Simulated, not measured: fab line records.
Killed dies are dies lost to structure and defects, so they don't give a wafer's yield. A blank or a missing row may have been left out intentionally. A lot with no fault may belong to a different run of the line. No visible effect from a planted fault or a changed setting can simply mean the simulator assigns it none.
Matching of chambers -- flow gf180mcu -- pecvd-01 running GF_V5_CVD_02: 3 sister chambers
The step deposits SiO2 from TEOS, target thk 1450 nm, time 163.28 s. 24 wafers are shown with their chamber, then 12 later ones without.

## WAFERS, EACH WITH ITS CHAMBER
wafer,chamber,heater power w (W),rf fwd power W (W)
L074.1,0,666,598.9
L074.4,2,605,592.6
L074.5,0,737,596.8
L081.1,1,613,600.4
L081.2,2,580,600.4
L081.6,2,611,597.3
L082.2,2,537,601.1
L082.4,0,580,597.4
L082.5,2,480,600.5
L083.2,0,709,595.6
L083.3,0,568,600.5
L083.4,2,489,599.7
L085.2,2,574,598.2
L085.4,2,618,600.3
L085.6,1,575,593.8
L086.3,2,532,597.2
L086.5,1,596,594.5
L086.6,2,597,596.9
L087.1,2,575,601.4
L087.2,1,683,594.4
L087.3,0,665,598.8
L088.3,0,675,600.0
L088.4,0,701,600.4
L088.6,1,590,597.8

SIGNATURES, as means of the wafers listed above
reading,chamber 0,chamber 1,chamber 2,scatter within a chamber
heater power w,662.62,611.40,563.45,51.2
rf fwd power W,598.550,596.180,598.691,2.41
Rule: distance of a wafer from a chamber = root of the sum over the readings of ((wafer's reading minus chamber's mean) / reading's scatter) squared. If the next closest chamber is less than 2 further off than the closest, the wafer can't be placed; otherwise it belongs to the closest. The scatter: the root of (the sum of the squares of (reading less its chamber's mean) over the shown wafers, divided by (wafers less chambers)).

## WAFERS MISSING THEIR CHAMBER
wafer,heater power w (W),rf fwd power W (W)
L089.1,583,599.6
L089.3,665,595.9
L089.5,711,598.5
L095.2,600,597.9
L095.3,609,595.3
L095.6,569,595.1
L096.3,668,594.5
L096.4,627,595.6
L096.6,678,596.9
L097.1,674,600.1
L097.2,599,597.6
L097.4,728,599.9

## THE CHAMBER EACH PASSED THROUGH
wafer,from the rows above,in truth
L089.1,can't be placed: 2 or 1 or 0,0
L089.3,can't be placed: 1 or 0 or 2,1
L089.5,can't be placed: 0 or 1 or 2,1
L095.2,can't be placed: 1 or 2 or 0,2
L095.3,can't be placed: 1 or 2 or 0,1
L095.6,can't be placed: 1 or 2 or 0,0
L096.3,can't be placed: 1 or 0 or 2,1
L096.4,can't be placed: 1 or 0 or 2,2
L096.6,can't be placed: 0 or 1 or 2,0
L097.1,can't be placed: 0 or 1 or 2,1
L097.2,can't be placed: 1 or 2 or 0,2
L097.4,can't be placed: 0 or 1 or 2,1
Placed correctly: 0 of 12. From these rows, 12 cannot be placed; in 12 the true chamber is one of the candidates. Wrongly placed: 0.
